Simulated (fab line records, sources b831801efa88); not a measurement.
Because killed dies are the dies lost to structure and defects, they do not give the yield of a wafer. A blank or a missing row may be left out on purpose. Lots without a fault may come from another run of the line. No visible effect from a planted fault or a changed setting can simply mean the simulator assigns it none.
A lot that was struck, set against a sound lot + flow sky130 + 13 out of 708 route steps
Sound: these wafers, L321.1, L321.4, L321.5. The struck wafers were L331.2, L331.4, L331.6. The cause comes at the end.
Order at every step that has rows: each side's tool, ch and its chambers, its first start. Under that, the readings that differ: sound wafers + struck wafers + difference of the means + sigmas: that difference in standard deviations of wafers without a fault.
alike: a reading whose means differ by less than 2 such deviations, as well as words and numbers matching on both sides. not compared: withheld readings; readings where some wafer has no value; bounds like >300 that might hide an equal value; numbers whose values overlap and for which the record gives no deviation.
A row with sigmas, a row that says differs or no value, or rows on one side alone: a step with any of these is where the two part. Non-overlapping numbers with no deviation appear without sigmas and do not part them. A reading that every wafer of one side lacks parts them only if that side has two wafers or more.

SKY_NWELL_STRIP_25: strips in O2/N2.
  sound on plasma_asher-02 ch 0,1, day 6 14:10; struck on plasma_asher-01 ch 0,1, day 9 07:53
| reading                      | sound             | struck            | difference | sigmas |
|------------------------------|-------------------|-------------------|------------|--------|
| strip_time_to_endpoint_s (s) | 37.13 37.04 37.13 | 36.75 36.93 36.87 | -0.25      | -2     |
  alike: drypump_motor_current_A, oes_product_au
  not compared: rf_hours_counter_h
SKY_NWELL_TW_MEAS_26:
  struck on film_metro-02, day 9 07:59; sound on film_metro-03, day 6 14:16
  alike: NWELL_2_TW
then, 1 step without rows for these wafers: SKY_NWELL_CLEAN_27 (cleans in SC1/SC2, time 150 s).
SKY_NWELL_RTA_28: time 30 s.
  sound on rtp_anneal-02 ch 0, day 6 14:22; struck on rtp_anneal-02 ch 0, day 9 08:07
  alike: lamp_power_pct, ramp_up_c_per_s, wafer_temp_C_max
SKY_NWELL_RS_MEAS_29: measurement is done with a four-point probe.
  struck on film_metro-04, day 9 08:13; sound on film_metro-04, day 6 14:28
  alike: NWELL_RS
SKY_NWELL_RS_MEAS_31: measurement is done with a four-point probe.
  struck on film_metro-04, day 9 08:27; sound on film_metro-04, day 6 14:43
  alike: PWDE_RS
then, 5 steps without rows for these wafers: SKY_VT_ADJUST_HVTP_DEHYDRATE_00 (time 60 s); SKY_VT_ADJUST_HVTP_HMDS_01 (prime time 60 s); SKY_VT_ADJUST_HVTP_COAT_02 (resist thk 1140 nm); SKY_VT_ADJUST_HVTP_SOFTBAKE_03 (time 60 s); SKY_VT_ADJUST_HVTP_EXPOSE_04 (exposes mask HVTPM, target cd 380 nm).
SKY_VT_ADJUST_HVTP_PEB_05:
  sound on litho_track-03 ch 0, day 7 09:13; struck on litho_track-03, day 10 06:15
| reading         | sound          | struck | difference                    | sigmas |
|-----------------|----------------|--------|-------------------------------|--------|
| exhaust_pa (Pa) | 46.2 45.3 44.6 | - - -  | no value on the struck wafers |        |
  not compared: chill_plate_temp_C, time_s
then, 1 step without rows for these wafers: SKY_VT_ADJUST_HVTP_DEVELOP_06 (develop time 60 s).

## WHERE THEY PART
Last at SKY_VT_ADJUST_HVTP_PEB_05 as far as this record goes, first at SKY_NWELL_STRIP_25.

WHY: the cause the simulator had injected
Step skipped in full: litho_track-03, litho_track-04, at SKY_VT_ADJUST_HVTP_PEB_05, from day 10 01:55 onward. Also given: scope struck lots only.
